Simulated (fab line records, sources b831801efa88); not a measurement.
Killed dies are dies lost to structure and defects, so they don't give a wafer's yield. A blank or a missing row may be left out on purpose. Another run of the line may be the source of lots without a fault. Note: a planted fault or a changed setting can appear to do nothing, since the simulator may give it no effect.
Comparing a struck lot with a sound one ; flow sky130 ; 14 out of 708 route steps
Sound: the wafers L722.2, L722.5, L722.6. Wafers L732.2, L732.5 were the ones struck. The cause is named last.
Per side, at each step with rows, come the tool, then ch with its chambers, and then its first start. Under that, the readings that differ: sound wafers ; struck wafers ; difference of the means ; sigmas: that difference in standard deviations of wafers without a fault.
alike: readings with means less than 2 such deviations apart, plus words and numbers identical on both sides. not compared: withheld readings, readings lacking a value on some wafer, bounds such as >300 that could conceal the same value, and numbers that have no deviation in the record and whose values overlap.
The two part at a step that has a row with sigmas, a row that says differs or no value, or rows on one side only. Numbers that have no deviation but don't overlap get no sigmas and don't part them. Lack of a reading on every wafer of one side parts them only where that side has two or more wafers.

SKY_LOCAL_INTERCONNECT_RS_MEAS_01: measures by four-point-probe.
  struck on film metro-01, day 34 17:31; sound on film metro-01, day 30 14:23
  alike: LOCAL_INTERCONNECT_TIN_RS
SKY_LOCAL_INTERCONNECT_THK_MEAS_02: measures by xrf.
  struck on film metro-01, day 34 17:37; sound on film metro-01, day 30 14:30
  alike: LOCAL_INTERCONNECT_TIN_THK
then, 8 steps without rows for these wafers: SKY_LOCAL_INTERCONNECT_DEHYDRATE_03 (time 60 s); SKY_LOCAL_INTERCONNECT_HMDS_04 (prime time 60 s); SKY_LOCAL_INTERCONNECT_COAT_05 (resist thk 60 nm); SKY_LOCAL_INTERCONNECT_COAT_06 (resist thk 450 nm); SKY_LOCAL_INTERCONNECT_SOFTBAKE_07 (time 90 s); SKY_LOCAL_INTERCONNECT_EXPOSE_08 (exposes mask LI1M, target cd 170 nm); SKY_LOCAL_INTERCONNECT_PEB_09; SKY_LOCAL_INTERCONNECT_DEVELOP_10 (develop time 60 s).
SKY_LOCAL_INTERCONNECT_CD_MEAS_11: target cd 170 nm.
  struck on cd sem-02, day 35 19:17; sound on cd sem-02, day 31 18:14
  alike: cd nm
SKY_LOCAL_INTERCONNECT_OVL_MEAS_12:
  struck on overlay-02, day 35 19:23; sound on overlay-01, day 31 18:20
reading;sound;struck;difference;sigmas
LOCAL_INTERCONNECT_OVL (nm);-6 -4 -5;3 6;+10;+2
SKY_LOCAL_INTERCONNECT_ETCH_13: etches BARC in N2/H2, stops on SiO2, time 45.9 s, target depth 60 nm.
  sound on rie metal-04 ch 1, day 31 18:23; struck on rie metal-02 ch 0, day 35 19:25
reading;sound;struck;difference;sigmas
drypump motor current A (A);5.0 5.0 5.0;6.8 6.8;+1.8;+2
oes product au (a.u.);0.857 0.856 0.856;0.833 0.832;-0.024;-5
run length s (s);74.0 74.3 74.0;76.4 76.6;+2.4;+3
model.KrF-thick_of_LOCAL_INTERCONNECT_COAT_06.thk nm (nm);393.5 392.8 392.1;388.8 389.2;-3.8;
model.SiO2_of_SONOS_ONO_CVD_04.thk nm (nm);4.019 4.039 4.066;4.174 4.194;+0.143;
  alike: h2 flow sccm, throttle valve pct
  not compared: rf hours counter h
SKY_LOCAL_INTERCONNECT_METAL_ETCH_14: etches TiN in Cl2/BCl3, stops on PSG, target depth 110 nm, time 31.4 s.
  sound on rie metal-04 ch 1, day 31 18:31; struck on rie metal-02 ch 0, day 35 19:29
reading;sound;struck;difference;sigmas
drypump motor current A (A);5.1 5.0 5.0;6.8 6.8;+1.8;+2
  alike: oes product au, run length s, throttle valve pct
  not compared: rf hours counter h

WHERE THEY PART
Last at SKY_LOCAL_INTERCONNECT_METAL_ETCH_14 as far as this record goes, first at SKY_LOCAL_INTERCONNECT_OVL_MEAS_12.

WHY: what the simulator had put in
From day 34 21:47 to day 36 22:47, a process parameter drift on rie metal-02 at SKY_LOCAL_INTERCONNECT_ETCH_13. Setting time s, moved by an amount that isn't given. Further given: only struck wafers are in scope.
